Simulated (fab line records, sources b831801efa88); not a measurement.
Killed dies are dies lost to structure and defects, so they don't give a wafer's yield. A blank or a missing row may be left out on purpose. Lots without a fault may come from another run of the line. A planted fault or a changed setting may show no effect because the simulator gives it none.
One fault seen from 2 desks | flow sky130 | each desk has only its own numbers; what lay behind them comes last

THE METROLOGY DESK
What the gauges read, lot by lot, whatever tool the lot ran on: means of the sampled wafers that have a number. A lot is out of limits, marked OUT, if its mean lies more than 4 standard deviations from the usual mean; the brackets give that distance.
Columns: A = VT_ADJUST_HVTR_TW at SKY_VT_ADJUST_HVTR_TW_MEAS_11, usual 211.9; B = VT_ADJUST_PCH_OVL at SKY_VT_ADJUST_PCH_OVL_MEAS_07, usual 0.6 nm; C = LDD_N_OVL at SKY_LDD_N_OVL_MEAS_07, usual -0.3 nm
lot  | first seen here | A     | B    | C
L911 | day 9 05:26     | 214.1 | 2.7  | 0.1
L912 | day 9 13:41     | 210.5 | -0.6 | 0.3
L913 | day 9 21:05     | 214.7 | 0.9  | -2.4
L916 | day 11 18:54    | 213.2 | 1.8  | -0.1
L915 | day 11 21:04    | 213.4 | 1.3  | -2.1
L917 | day 12 02:53    | 209.6 | 1.1  | -1.4
L918 | day 12 09:08    | 212.7 | -0.1 | 1.2
L921 | day 12 16:10    | 212.9 | 1.0  | -0.7
L925 | day 13 18:52    | 210.5 | -1.1 | 0.2
L931 | day 15 19:05    | 213.4 | -0.7 | -0.6
L932 | day 16 02:14    | 214.1 | 0.5  | -0.3
L933 | day 16 06:35    | 210.9 | 2.7  | -1.0
L934 | day 16 11:22    | 213.7 | 0.7  | 0.8
This desk's finding: nothing out of limits on any of the 13 lots.

THE TOOL OWNER'S DESK: rie_si-01
The tool's own readings at SKY_POLY_GATE_ETCH_17 (etches poly-Si in HBr/Cl2, stops on SiO2, target depth 180 nm, time 70.5 s): means of the sampled wafers that have a number, for each lot that ran on this tool. A lot is out of limits, marked OUT, if its mean lies more than 4 standard deviations from the usual mean; the brackets give that distance.
Columns: A = drypump_motor_current_A at SKY_POLY_GATE_ETCH_17, usual 5.7 A; B = he_backside_leak_sccm at SKY_POLY_GATE_ETCH_17, usual 2.6 sccm; C = mfc_cl2_sccm at SKY_POLY_GATE_ETCH_17, usual 50.00 sccm; D = oes_product_au at SKY_POLY_GATE_ETCH_17, usual 0.984 a.u.; E = run_length_s at SKY_POLY_GATE_ETCH_17, usual 98.9 s; F = throttle_valve_pct at SKY_POLY_GATE_ETCH_17, usual 33.683 %
lot  | first seen here | A   | B   | C     | D     | E     | F
L912 | day 16 08:16    | 5.4 | 2.7 | 50.08 | 0.971 | 99.5  | 33.682
L913 | day 16 19:08    | 5.5 | 2.5 | 49.90 | 0.982 | 98.9  | 33.681
L916 | day 19 03:05    | 5.4 | 2.5 | 49.93 | 0.991 | 99.0  | 33.684
L918 | day 19 20:53    | 5.4 | 2.4 | 49.97 | 0.997 | 98.9  | 33.686
L925 | day 21 16:04    | 5.4 | 2.6 | 49.90 | 0.973 | 100.4 | 33.675
L931 | day 23 19:29    | 5.4 | 2.5 | 49.99 | 0.987 | 98.8  | 33.690
L933 | day 24 06:27    | 5.5 | 2.5 | 49.98 | 0.988 | 98.9  | 33.685
This desk's finding: nothing out of limits on any of the 7 lots.

PUT TOGETHER
The metrology desk saw nothing out of limits.
The tool owner's desk saw nothing out of limits.

WHAT THE SIMULATOR HAD PUT IN
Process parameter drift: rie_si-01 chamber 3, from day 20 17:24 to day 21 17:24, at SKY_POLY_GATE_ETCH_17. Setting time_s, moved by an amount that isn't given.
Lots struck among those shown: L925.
